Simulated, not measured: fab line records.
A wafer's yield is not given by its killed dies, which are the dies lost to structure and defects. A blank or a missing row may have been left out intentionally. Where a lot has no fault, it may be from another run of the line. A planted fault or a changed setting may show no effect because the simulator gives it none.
Which tool was responsible? -- flow sky130 -- 36 wafers sampled from 12 lots at 1 step of a route of 708

== WHAT THE GAUGES READ, wafer by wafer ==
SKY_RES_XHIGH_TW_MEAS_09.
lot,measured,on,RES_XHIGH_TW
L075,day 27 05:19,film_metro-02,1639 1629 1630
L077,day 28 02:17,film_metro-02,1619 1619 1613
L079,day 28 16:36,film_metro-03,1645 1656 1638
L081,day 29 03:15,film_metro-03,1643 1654 1639
L083,day 29 22:36,film_metro-03,1637 1647 1638
L085,day 30 11:16,film_metro-01,1644 1641 1643
L089,day 32 13:04,film_metro-02,1637 1631 1627
L088,day 32 14:23,film_metro-02,1629 1632 1628
L091,day 32 15:02,film_metro-03,1656 1636 1650
L093,day 32 23:02,film_metro-03,1644 1644 1649
L095,day 33 16:13,film_metro-01,1618 1625 1629
L097,day 34 11:23,film_metro-02,1627 1626 1626

== WHICH TOOL RAN EACH LOT (tool, then ch and the chambers of the sampled wafers, then the start) ==
The record shows no process step preceding these readings.

== THE ANSWER, worked out from the rows above alone ==
Rule: the lots themselves supply what counts as usual. The widest of any qualifying gaps counts: lots, ordered by their means at a reading, are off when they make up no more than a third of the lots, leave a main group of 4 or more, and stand apart from it by 3 or more times the standard deviation of that group's means. If all means in a main group match to the digits the tables above print for the reading, that group is not used. Also off: a lot with no number at a reading for which 4 or more lots have one. Any other lot the step has rows for is counted as sound.
Nothing can be told from this: no lot is off at any reading shown.

== WHAT THE SIMULATOR PUT IN ==
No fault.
